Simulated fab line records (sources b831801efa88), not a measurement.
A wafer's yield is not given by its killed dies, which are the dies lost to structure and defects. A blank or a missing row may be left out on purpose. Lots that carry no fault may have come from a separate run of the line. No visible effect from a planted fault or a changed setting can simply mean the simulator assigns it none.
Chamber matching    flow sfq_line    4 sister chambers for SFQ_TRILAYER_I0_CMP_CMP_028 on cmp-02
The step polishes SiO2. 8 wafers are shown with their chamber, then 6 later ones without.

== WAFERS WITH THEIR CHAMBER ==
wafer   chamber  motor_current_A (A)  time_to_endpoint_s (s)
L742.6  0        10.8                 219
L743.1  3        11.6                 219
L743.5  2        9.4                  217
L747.3  3        11.3                 205
L747.4  2        10.2                 214
L747.6  1        10.6                 209
L749.3  1        11.2                 202
L749.4  0        10.4                 213

== WAFERS MISSING THEIR CHAMBER ==
wafer   motor_current_A (A)  time_to_endpoint_s (s)
L749.6  11.4                 210
L750.1  10.9                 224
L750.3  10.1                 212
L751.1  11.0                 220
L751.5  10.6                 223
L751.6  11.6                 231

== THE CHAMBER EACH PASSED THROUGH ==
wafer   from the rows above                in truth
L749.6  can't be placed: 3 or 1 or 0       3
L750.1  can't be placed: 0 or 3 or 1 or 2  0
L750.3  can't be placed: 2 or 0 or 1       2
L751.1  can't be placed: 0 or 3 or 1 or 2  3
L751.5  can't be placed: 0 or 2 or 3 or 1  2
L751.6  can't be placed: 3 or 0 or 1       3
Placed correctly: 0 of 6. Not placeable from these rows: 6 (in 6, the candidates include the true chamber). Wrongly placed: 0.
How it was worked out, from the rows above alone: a wafer's distance from a chamber is the root of the sum, over the readings, of the square of ((its reading less the chamber's mean) divided by the reading's scatter). If the next closest chamber is less than 2 further off than the closest, the wafer can't be placed; otherwise it belongs to the closest. A chamber's mean is the mean of its shown wafers. The scatter: take each reading less its chamber's mean, square it, sum over the shown wafers, divide by the number of wafers less the number of chambers, and take the root.
